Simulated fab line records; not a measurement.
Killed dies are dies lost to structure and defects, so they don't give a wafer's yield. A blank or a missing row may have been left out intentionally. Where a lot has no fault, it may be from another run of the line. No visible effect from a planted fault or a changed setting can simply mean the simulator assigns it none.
fab line records ; flow sky130
[record] lots = 5; wafers = 15; lastDay = 50
route steps=708 shown SONOS_ONO@182 GATE_OXIDE@187 PAD_OPEN@708
lots untouched by any fault: they come from a run of this same line in which no faults occurred
startH: start of the lot's first displayed wafer, in hours after the record's first day ; waitH: time in hours since the lot's previous step ; " unchanged from the row above ; L1.1+2: several wafers, shown together as one row ; - no value, or no start was given ; * or withheld: withheld ; < > ~ a bound
route shown NAME@n: names a module that has steps shown in the file, with the first one's number in the route ; usual: the fault-free wafers' mean and standard deviation ; same: alike in all rows ; chamber/n: place in a boat ; sites: each site's reading ; _std_site: standard deviation across them ; _edge_site: mean of outer sites minus mean of inner sites ; radiusMm: for every site, how far away it sits from the centre of the wafer ; mask NAME#n: copy n ; behind: the most recent tool/chamber to have shaped the wafer ; hold: the reason the lot was held/the length of the hold in hours/how it ended ; device: transistor that didn't switch, given as n, p or np ; end of line: at the end of the route, the tests of the same wafers ; where a step has no rows: the recipe by itself ; killed: the dies lost at the first sort to structure and to defects; this is not the yield of the wafer ; map: dies across one wafer; x = killed, . = not, _ = none there
set.NAME: the setting that was run; set.NAME@STEP: the one run at that earlier step ; model.NAME: the simulator's own value behind a step, which no gauge read
a table for each step, a row for each wafer; lots at some steps of the route
services: the hour from which a tool's chamber was out of use, counted from the record's first day as startH (under 0 if before that day), plus the number of hours and why
[[steps]]
[step SKY_SONOS_ONO_OVL_MEAS_14]
[usual] SONOS_ONO_OVL = 0.2/1.2
lot.wafer;tool;chamber;startH;waitH;SONOS_ONO_OVL[nm]
L287.2;overlay-02;-;287.59;0.1;1.4
L287.4;overlay-02;-;287.59;0.1;1.9
L287.5;overlay-02;-;287.59;0.1;-1.3
L289.1;overlay-02;-;302.67;0.1;-0.3
L289.5;overlay-02;-;302.67;0.1;-0.6
L289.6;overlay-02;-;302.67;0.1;-1.1
L291.1;overlay-01;-;330.17;0.1;0.6
L291.3;overlay-01;-;330.17;0.1;0.4
L291.6;overlay-01;-;330.17;0.1;1.2
L295.2;overlay-01;-;362.09;0.1;0.5
L295.3;overlay-01;-;362.09;0.1;0.9
L295.6;overlay-01;-;362.09;0.1;-2.0
L308.4;overlay-02;-;485.70;0.1;0.8
L308.5;overlay-02;-;485.70;0.1;2.0
L308.6;overlay-02;-;485.70;0.1;1.7
[step SKY_SONOS_ONO_ETCH_15]
[recipe] targetDepthNm = 19.52; chemistry = CHF3/O2; sourceW = 609.2; biasW = 200; pressureMtorr = 40; chf3FlowSccm = 50; O2_flow_sccm = 5; timeS = 7.8
[usual] biasW = 200.0/0.58; drypumpMotorCurrentA = 5.7/0.41; oesProductAu = 1.009/0.011; throttleValvePct = 8.828/0.0086
lot.wafer;tool;chamber;startH;waitH;biasW;drypumpMotorCurrentA;oesProductAu;rfHoursCounterH;throttleValvePct
L287.2;rieDiel-02;3;287.62;0.0;200.5;5.6;1.019;121;8.829
L287.4;rieDiel-02;1;287.62;0.0;199.1;5.4;1.004;1;8.839
L287.5;rieDiel-02;2;287.62;0.0;200.1;5.2;1.005;-;8.835
L289.1;rieDiel-03;2;302.70;0.0;200.7;6.3;0.986;7;8.823
L289.5;rieDiel-03;0;302.70;0.0;200.2;5.9;1.015;-;8.832
L289.6;rieDiel-03;1;302.70;0.0;200.1;5.5;0.989;-;8.835
L291.1;rieDiel-02;3;330.20;0.0;199.3;5.6;1.005;122;8.827
L291.3;rieDiel-02;1;330.20;0.0;201.2;5.4;1.007;2;8.848
L291.6;rieDiel-02;1;330.20;0.0;199.3;5.4;0.994;-;8.838
L295.2;rieDiel-03;3;362.12;0.0;200.1;6.6;1.028;1;8.819
L295.3;rieDiel-03;2;362.12;0.0;200.6;6.3;1.006;8;8.804
L295.6;rieDiel-03;0;362.12;0.0;199.5;5.9;1.015;-;8.817
L308.4;rieDiel-01;3;485.72;0.0;200.7;5.4;1.004;1;8.817
L308.5;rieDiel-01;1;485.72;0.0;200.5;5.8;0.997;-;8.820
L308.6;rieDiel-01;0;485.72;0.0;200.4;5.5;1.018;-;8.820
[step SKY_SONOS_ONO_WET_ETCH_16]
[recipe] chemistry = dHF; targetDepthNm = 14; dry = n2Spin; target = SiO2; dilution = 100:1; tempC = 25; timeS = 280
[step SKY_SONOS_ONO_STRIP_17]
[recipe] chemistry = O2/N2; powerW = 1400; pressureMtorr = 1500; platenTempC = withheld; o2FlowSccm = 3000; n2FlowSccm = 300; overashFraction = 0.5
[usual] drypumpMotorCurrentA = 6.0/0.38; oesProductAu = 0.710/0.0045; stripTimeToEndpointS = 14.10/0.041
lot.wafer;tool;chamber;startH;waitH;drypumpMotorCurrentA;oesProductAu;rfHoursCounterH;stripTimeToEndpointS
L287.2;plasmaAsher-02;0;287.73;0.0;6.0;0.715;63;14.18
L287.4;plasmaAsher-02;0;287.73;0.0;6.0;0.716;-;14.13
L287.5;plasmaAsher-02;1;287.73;0.0;5.6;0.708;-;14.11
L289.1;plasmaAsher-02;1;302.81;0.0;5.6;0.713;64;14.17
L289.5;plasmaAsher-02;1;302.81;0.0;5.6;0.712;-;14.14
L289.6;plasmaAsher-02;0;302.81;0.0;6.1;0.714;-;14.14
L291.1;plasmaAsher-01;0;330.31;0.0;6.7;0.704;22;14.09
L291.3;plasmaAsher-01;0;330.31;0.0;6.7;0.710;-;14.07
L291.6;plasmaAsher-01;0;330.31;0.0;6.7;0.711;-;14.10
L295.2;plasmaAsher-01;0;362.23;0.0;6.7;0.715;25;14.06
L295.3;plasmaAsher-01;0;362.23;0.0;6.7;0.715;-;14.13
L295.6;plasmaAsher-01;0;362.23;0.0;6.7;0.705;-;14.02
L308.4;plasmaAsher-02;1;485.87;0.0;5.7;0.711;-;14.09
L308.5;plasmaAsher-02;1;485.87;0.0;5.6;0.712;-;14.11
L308.6;plasmaAsher-02;0;485.87;0.0;6.1;0.721;-;14.07
[step SKY_SONOS_ONO_WET_ETCH_18]
[recipe] chemistry = H3PO4; targetDepthNm = 15; target = Si3N4; tempC = 160; timeS = 172
[step SKY_GATE_OXIDE_CLEAN_00]
[recipe] chemistry = SC1/SC2; mix = 1:4:20; tempC = 70; timeS = 150; dry = n2Spin
[step SKY_GATE_OXIDE_OXIDATION_01]
[recipe] tempC = 900; ambient = O2; stabiliseS = 600; purgeS = 300; targetThkA = 102.68; oxTimeS = 1473
[step SKY_GATE_OXIDE_THK_MEAS_02]
[recipe] reads = SiO2_of_GATE_OXIDE_OXIDATION_01
[usual] GATE_OXIDE_OXIDATION_00_THK = 10.29/0.21
lot.wafer;tool;chamber;startH;waitH;GATE_OXIDE_OXIDATION_00_THK[nm]
L287.2;filmMetro-03;-;289.87;0.0;10.09
L287.4;filmMetro-03;-;289.87;0.0;10.15
L287.5;filmMetro-03;-;289.87;0.0;10.28
L289.1;filmMetro-04;-;304.44;0.0;10.27
L289.5;filmMetro-04;-;304.44;0.0;10.13
L289.6;filmMetro-04;-;304.44;0.0;10.07
L291.1;filmMetro-02;-;334.09;0.0;10.22
L291.3;filmMetro-02;-;334.09;0.0;10.30
L291.6;filmMetro-02;-;334.09;0.0;10.21
L295.2;filmMetro-04;-;365.06;0.0;10.39
L295.3;filmMetro-04;-;365.06;0.0;10.39
L295.6;filmMetro-04;-;365.06;0.0;10.34
L308.4;filmMetro-02;-;488.08;0.0;10.34
L308.5;filmMetro-02;-;488.08;0.0;10.08
L308.6;filmMetro-02;-;488.08;0.0;9.95
[step SKY_GATE_OXIDE_DEHYDRATE_03]
[recipe] tempC = 200; timeS = 60
[step SKY_GATE_OXIDE_HMDS_04]
[recipe] primeTimeS = 60; primeTempC = 120
[step SKY_GATE_OXIDE_COAT_05]
[recipe] resist = NOVOLAK; spinRpm = 3000; resistThkNm = 1140
[step SKY_GATE_OXIDE_SOFTBAKE_06]
[recipe] tempC = 90; timeS = 60; resist = NOVOLAK
[step SKY_GATE_OXIDE_EXPOSE_07]
[recipe] maskId = LVOM; na = 0.6; sourceShape = conventional; sigmaOuter = 0.6; polarization = unpolarized; targetCdNm = 600; doseMj = 170
[usual] exposureDoseMJCm2 = 170.01/0.17
lot.wafer;tool;chamber;startH;waitH;mask;exposureDoseMJCm2
L287.2;ilineStepper-02;0;302.52;-;LVOM#0;170.13
L287.4;ilineStepper-02;0;302.52;-;LVOM#0;170.35
L287.5;ilineStepper-02;0;302.52;-;LVOM#0;170.07
L289.1;ilineStepper-01;0;317.25;-;LVOM#0;169.80
L289.5;ilineStepper-01;0;317.25;-;LVOM#0;169.73
L289.6;ilineStepper-01;0;317.25;-;LVOM#0;169.89
L291.1;ilineStepper-01;0;348.02;-;LVOM_R1#0;169.97
L291.3;ilineStepper-01;0;348.02;-;LVOM_R1#0;170.17
L291.6;ilineStepper-01;0;348.02;-;LVOM_R1#0;170.22
L295.2;ilineStepper-02;0;378.76;-;LVOM#0;169.87
L295.3;ilineStepper-02;0;378.76;-;LVOM#0;169.79
L295.6;ilineStepper-02;0;378.76;-;LVOM#0;169.94
L308.4;ilineStepper-01;0;503.26;-;LVOM#0;170.19
L308.5;ilineStepper-01;0;503.26;-;LVOM#0;170.09
L308.6;ilineStepper-01;0;503.26;-;LVOM#0;170.02
[step SKY_GATE_OXIDE_PEB_08]
[recipe] tempC = withheld; timeS = *; resist = NOVOLAK
[step SKY_PAD_OPEN_PROBE_99]
[usual] killed_at_M0_to_M3 = 44/7.2; killed_at_M4_up = 3.1/1.8; killedAtContacts = 25/5.2; killedAtFrontEnd = 15/3.9; killedAtOther = 0.2/0.5; killedDies = 86/9.5; killedOnRim = 17/3.5; killedOpen = 47/7.3; killedShort = 40/6
[same] grossDies = 492; killedAtBackSide = 0
lot.wafer;tool;chamber;startH;waitH;killed_at_M0_to_M3;killed_at_M4_up;killedAtContacts;killedAtFrontEnd;killedAtOther;killedDies;killedOnRim;killedOpen;killedShort
L287.2;prober-02;-;1078.63;0.1;52;4;23;22;0;101;13;53;48
L287.4;prober-02;-;1078.73;0.2;55;5;23;15;1;99;19;51;48
L287.5;prober-02;-;1078.78;0.2;37;5;21;10;0;73;16;33;40
L289.1;prober-02;-;1095.58;0.1;38;5;18;20;0;81;14;35;46
L289.5;prober-02;-;1095.78;0.2;52;8;30;17;0;107;19;58;49
L289.6;prober-02;-;1095.83;0.2;46;1;19;17;0;83;16;41;42
L291.1;prober-02;-;1118.77;0.1;41;2;15;16;1;75;13;42;33
L291.3;prober-02;-;1118.87;0.2;39;5;19;17;0;80;11;40;40
L291.6;prober-02;-;1119.02;0.2;39;1;21;13;0;74;18;44;30
L295.2;prober-01;-;1134.87;0.1;35;4;20;14;0;73;13;33;40
L295.3;prober-01;-;1134.92;0.2;39;2;27;9;0;77;16;41;36
L295.6;prober-01;-;1135.07;0.2;37;4;25;13;0;79;14;48;31
L308.4;prober-01;-;1203.44;0.2;52;3;22;15;1;93;18;46;47
L308.5;prober-01;-;1203.49;0.2;48;2;21;14;0;85;19;37;48
L308.6;prober-01;-;1203.54;0.2;50;1;25;14;0;90;19;44;46
// killed by level:class
L287.2 VIA1:geometricParticle:open=11 METAL2:geometricParticle:short=9 LI_CONTACT:geometricParticle:open=8 VIA3:geometricParticle:open=8 FIELD_ISO:geometricParticle:open=7 VIA1:geometricParticle:short=6 VIA2:geometricParticle:open=6 CONTACT:geometricParticle:short=5
L287.4 VIA1:geometricParticle:open=16 VIA2:geometricParticle:open=8 METAL2:geometricParticle:short=8 CONTACT:geometricParticle:open=7 VIA3:geometricParticle:open=6 VIA1:geometricParticle:short=6 FIELD_ISO:geometricParticle:short=5 METAL4:geometricParticle:short=5
L287.5 VIA3:geometricParticle:open=8 CONTACT:geometricParticle:short=8 VIA1:geometricParticle:open=6 METAL2:geometricParticle:short=6 LI_CONTACT:geometricParticle:open=5 POLY_GATE:geometricParticle:short=4 CONTACT:geometricParticle:open=4 METAL1:geometricParticle:short=4
L289.1 FIELD_ISO:geometricParticle:short=6 VIA1:geometricParticle:open=6 VIA3:geometricParticle:open=6 METAL2:geometricParticle:short=6 VIA2:geometricParticle:open=5 POLY_GATE:geometricParticle:short=5 LI_CONTACT:geometricParticle:open=5 CONTACT:geometricParticle:open=4
L289.5 CONTACT:geometricParticle:open=13 VIA1:geometricParticle:open=13 METAL1:geometricParticle:short=8 VIA1:geometricParticle:short=7 LI_CONTACT:geometricParticle:open=6 METAL2:geometricParticle:short=5 VIA3:geometricParticle:open=5 LOCAL_INTERCONNECT:geometricParticle:short=4
L289.6 VIA1:geometricParticle:open=12 VIA3:geometricParticle:open=8 CONTACT:geometricParticle:open=7 METAL2:geometricParticle:short=7 METAL1:geometricParticle:short=5 METAL3:geometricParticle:short=5 POLY_GATE:geometricParticle:short=4 SPACER:geometricParticle:open=4
L291.1 FIELD_ISO:geometricParticle:open=7 LI_CONTACT:geometricParticle:open=6 VIA1:geometricParticle:short=6 VIA1:geometricParticle:open=6 VIA2:geometricParticle:open=6 CONTACT:geometricParticle:open=5 METAL2:geometricParticle:short=5 VIA3:geometricParticle:open=5
L291.3 VIA1:geometricParticle:open=11 CONTACT:geometricParticle:open=8 VIA2:geometricParticle:open=8 FIELD_ISO:geometricParticle:short=5 LI_CONTACT:geometricParticle:open=5 VIA1:geometricParticle:short=5 METAL3:geometricParticle:short=4 METAL1:geometricParticle:short=4
L291.6 VIA3:geometricParticle:open=8 VIA1:geometricParticle:open=7 LI_CONTACT:geometricParticle:open=6 LOCAL_INTERCONNECT:geometricParticle:short=6 CONTACT:geometricParticle:short=5 METAL1:geometricParticle:short=5 FIELD_ISO:geometricParticle:open=4 CONTACT:geometricParticle:open=4
L295.2 LI_CONTACT:geometricParticle:open=8 FIELD_ISO:geometricParticle:short=6 VIA1:geometricParticle:open=6 VIA2:geometricParticle:open=6 CONTACT:geometricParticle:open=5 VIA1:geometricParticle:short=5 LOCAL_INTERCONNECT:geometricParticle:short=4 METAL1:geometricParticle:short=4
L295.3 LI_CONTACT:geometricParticle:open=10 CONTACT:geometricParticle:open=8 METAL1:geometricParticle:short=8 VIA3:geometricParticle:open=8 LI_CONTACT:geometricParticle:short=5 VIA1:geometricParticle:open=5 VIA1:geometricParticle:short=5 FIELD_ISO:geometricParticle:open=4
L295.6 CONTACT:geometricParticle:open=10 VIA1:geometricParticle:open=9 VIA2:geometricParticle:open=9 FIELD_ISO:geometricParticle:open=5 LI_CONTACT:geometricParticle:open=5 LOCAL_INTERCONNECT:geometricParticle:short=5 VIA2:geometricParticle:short=4 METAL1:geometricParticle:short=4
L308.4 VIA1:geometricParticle:open=12 CONTACT:geometricParticle:open=8 METAL2:geometricParticle:short=8 VIA2:geometricParticle:open=8 VIA1:geometricParticle:short=7 LI_CONTACT:geometricParticle:open=7 FIELD_ISO:geometricParticle:short=6 VIA3:geometricParticle:short=6
L308.5 VIA1:geometricParticle:open=12 VIA3:geometricParticle:short=10 METAL2:geometricParticle:short=7 POLY_GATE:geometricParticle:short=5 LI_CONTACT:geometricParticle:open=5 FIELD_ISO:geometricParticle:open=4 CONTACT:geometricParticle:short=4 LOCAL_INTERCONNECT:geometricParticle:short=4
L308.6 CONTACT:geometricParticle:open=12 VIA1:geometricParticle:open=8 VIA3:geometricParticle:open=8 METAL1:geometricParticle:short=7 VIA1:geometricParticle:short=7 FIELD_ISO:geometricParticle:short=6 LI_CONTACT:geometricParticle:open=5 METAL2:geometricParticle:short=5
[[services]]
tool;chamber;startH;hours;kind
plasmaAsher-02;-;273.61;2.2;repair
ilineStepper-01;-;284.71;2.1;pm
ilineStepper-01;-;286.79;-;consumableReplace:lamp
ilineStepper-02;-;287.83;6.6;repair
rieDiel-01;-;310.86;2.8;pm
rieDiel-02;3;348.63;7.2;repair
plasmaAsher-01;-;368.21;1.4;repair
rieDiel-01;0;371.65;5.1;repair
ilineStepper-01;-;373.20;8.9;pm
rieDiel-01;-;390.59;3.8;repair
rieDiel-03;1;397.13;6.2;repair
ilineStepper-01;-;397.90;1.7;pm
rieDiel-03;2;399.75;3.9;repair
plasmaAsher-02;-;421.25;9.0;pm
plasmaAsher-02;0;421.25;9.0;ventCycle
plasmaAsher-02;1;421.25;9.0;ventCycle
plasmaAsher-01;-;433.46;1.7;repair
rieDiel-03;-;459.08;0.3;repair
ilineStepper-02;-;471.54;1.7;pm
ilineStepper-01;-;473.47;6.1;repair
plasmaAsher-02;-;477.81;4.1;repair
rieDiel-03;2;482.64;6.0;repair
rieDiel-02;1;490.22;5.9;repair
rieDiel-03;3;490.23;4.3;repair
[[key]]
[firstSign] step = SKY_GATE_OXIDE_EXPOSE_07; reading = mask; direction = changed
effect none on later readings
metAt SKY_GATE_OXIDE_EXPOSE_07
struckWafers L291.1,L291.3,L291.6
testerLeftOut L291
onsetBetween 317.25 348.02
[fault] kind = wrongMask; tool = any; chamber = -; onsetH = 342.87; steps = SKY_GATE_OXIDE_EXPOSE_07; auxCopy = LVOM_R1#0; cdOffsetNm = 90; scope = struckLotsOnly
// testerLeftOut: of these lots the tester's yield and bins aren't shown, on N5 and GAA mostly nor the transistor test; their killed dies are dies lost to structure and defects alone, not to doping, threshold or leakage, so they don't give the yield
